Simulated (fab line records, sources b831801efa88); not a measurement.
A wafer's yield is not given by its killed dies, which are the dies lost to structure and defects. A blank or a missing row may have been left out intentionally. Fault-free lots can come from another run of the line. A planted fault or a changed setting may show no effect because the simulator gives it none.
A struck lot beside a sound one | flow sky130 | 15 steps out of a route of 708
Sound: the wafers L351.4, L351.5, L351.6. The struck wafers were L365.1, L365.2, L365.4. The cause is given at the end.
Order at every step that has rows: each side's tool, ch and its chambers, its first start. Under that, the readings that differ: sound wafers | struck wafers | difference of the means | sigmas: that difference in standard deviations of wafers without a fault.
alike: a reading whose means differ by less than 2 such deviations, as well as words and numbers matching on both sides. not compared: withheld readings; readings where some wafer has no value; bounds like >300 that might hide an equal value; numbers whose values overlap and for which the record gives no deviation.
A row with sigmas, a row that says differs or no value, or rows on one side alone: a step with any of these is where the two part. When numbers do not overlap yet have no deviation, they are printed without sigmas and do not part them. A reading that every wafer of one side lacks parts them only if that side has two wafers or more.

SKY_VIA3_ETCH_14: etches BARC in N2/H2, stops on SiO2, time 45.9 s, target depth 60 nm.
  sound on rie diel-01 ch 0,2,3, day 41 16:02; struck on rie diel-03 ch 0,2,3, day 45 12:49
  alike: drypump motor current A, oes product au, throttle valve pct
  not compared: rf hours counter h
then, 5 steps without rows for these wafers: SKY_VIA3_ETCH_15 (etches SiO2 in C4F8/O2/Ar, stops on TiN, target depth 507 nm, time 78 s); SKY_VIA3_STRIP_16 (strips in O2/N2); SKY_VIA3_STRIP_17 (strips in post etch residue remover, time 1200 s); SKY_VIA3_CLEAN_18 (cleans in IPA, time 180 s); SKY_VIA3_CLEAN_19 (cleans in O3/DIW).
SKY_VIA3_SPUTTER_20: material TiN, target thk 20 nm, time 80 s.
  struck on pvd sputter-04, day 45 13:33; sound on pvd sputter-04, day 41 16:46
  alike: throttle valve pct
SKY_VIA3_CVD_21: deposits W, target thk 390 nm, time 117.31 s.
  sound on cvd w-02 ch 0,1, day 41 16:52; struck on cvd w-01 ch 0,1, day 45 13:37
  alike: heater power w
SKY_VIA3_RS_MEAS_22: uses a four-point probe to measure.
  struck on film metro-03, day 45 13:44; sound on film metro-03, day 41 17:01
  alike: VIA3_W_RS
SKY_VIA3_THK_MEAS_23: measures by xrf.
  struck on film metro-03, day 45 13:51; sound on film metro-03, day 41 17:06
  alike: VIA3_W_THK
SKY_VIA3_CMP_24: polishes, stops on SiO2, t overpolish 20 s, target thk 0 nm.
  sound on cmp-02 ch 0,1, day 41 17:08; struck on cmp-01 ch 0,2,3, day 45 13:55
  alike: motor current A, overpolish run s, time to endpoint s
SKY_METAL4_SPUTTER_00: material Ti, target thk 15 nm, time 10 s.
  struck on pvd sputter-03, day 45 14:13; sound on pvd sputter-01, day 41 17:26
  alike: throttle valve pct
SKY_METAL4_SPUTTER_01: material TiN, target thk 20 nm, time 16.7 s.
  struck on pvd sputter-03, day 45 14:14; sound on pvd sputter-01, day 41 17:27
  reading                                    | sound             | struck            | difference | sigmas
  model.TiN_of_METAL4_SPUTTER_01.thk nm (nm) | 20.11 20.29 20.14 | 7.847 7.764 7.761 | -12.389    |
  alike: throttle valve pct
then, 2 steps without rows for these wafers: SKY_METAL4_SPUTTER_02 (material AlCu, target thk 735 nm, time 39.1 s); SKY_PAD_OPEN_PROBE_99.

## WHERE THEY PART
Nowhere in this record.

WHY: what had been put in by the simulator
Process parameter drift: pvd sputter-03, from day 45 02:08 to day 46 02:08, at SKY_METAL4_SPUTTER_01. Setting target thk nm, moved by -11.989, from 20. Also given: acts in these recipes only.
